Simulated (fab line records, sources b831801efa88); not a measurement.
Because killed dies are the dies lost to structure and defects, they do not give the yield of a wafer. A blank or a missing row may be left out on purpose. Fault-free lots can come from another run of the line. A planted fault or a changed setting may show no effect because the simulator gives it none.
What tool caused it? -- flow sky130 -- at 1 step of a route of 708, 10 lots with 29 wafers sampled

## WHAT THE GAUGES READ, wafer by wafer
SKY_LDD_N_TW_MEAS_17.
lot,measured,on,LDD_N_TW
L463,day 18 00:38,film-metro-04,2581 2575 2577
L466,day 19 13:48,film-metro-01,2585 2603 2592
L468,day 20 02:33,film-metro-04,2550 2564 2558
L470,day 21 02:28,film-metro-04,2563 2553 2553
L472,day 21 11:19,film-metro-04,2567 2575 2568
L478,day 23 15:44,film-metro-02,2578 2579
L479,day 24 00:47,film-metro-04,2557 2553 2542
L481,day 24 17:39,film-metro-01,2600 2585 2599
L483,day 25 10:10,film-metro-02,2584 2598 2600
L485,day 25 19:12,film-metro-01,2603 2603 2608

## WHAT TOOL EACH LOT RAN ON (gives the tool, then ch and the chambers of the sampled wafers, and finally the start)
Record: no process step prior to these readings.

## THE ANSWER, worked out from the rows above alone
Rule: what is usual is taken from the lots themselves. Put in order of their means at a reading, lots are off if they are a third of the lots or fewer, leave a main group of 4 or more, and stand apart from it by a gap of 3 or more times the standard deviation of the main group's means; of several such gaps the widest counts. A main group is skipped when, at the precision printed for the reading in the tables above, its means are all equal. Also off: a lot with no number at a reading for which 4 or more lots have one. The other lots that the step has rows for count as sound.
No lot is off on any of the readings shown, so nothing can be concluded from this.

## WHAT THE SIMULATOR PUT IN
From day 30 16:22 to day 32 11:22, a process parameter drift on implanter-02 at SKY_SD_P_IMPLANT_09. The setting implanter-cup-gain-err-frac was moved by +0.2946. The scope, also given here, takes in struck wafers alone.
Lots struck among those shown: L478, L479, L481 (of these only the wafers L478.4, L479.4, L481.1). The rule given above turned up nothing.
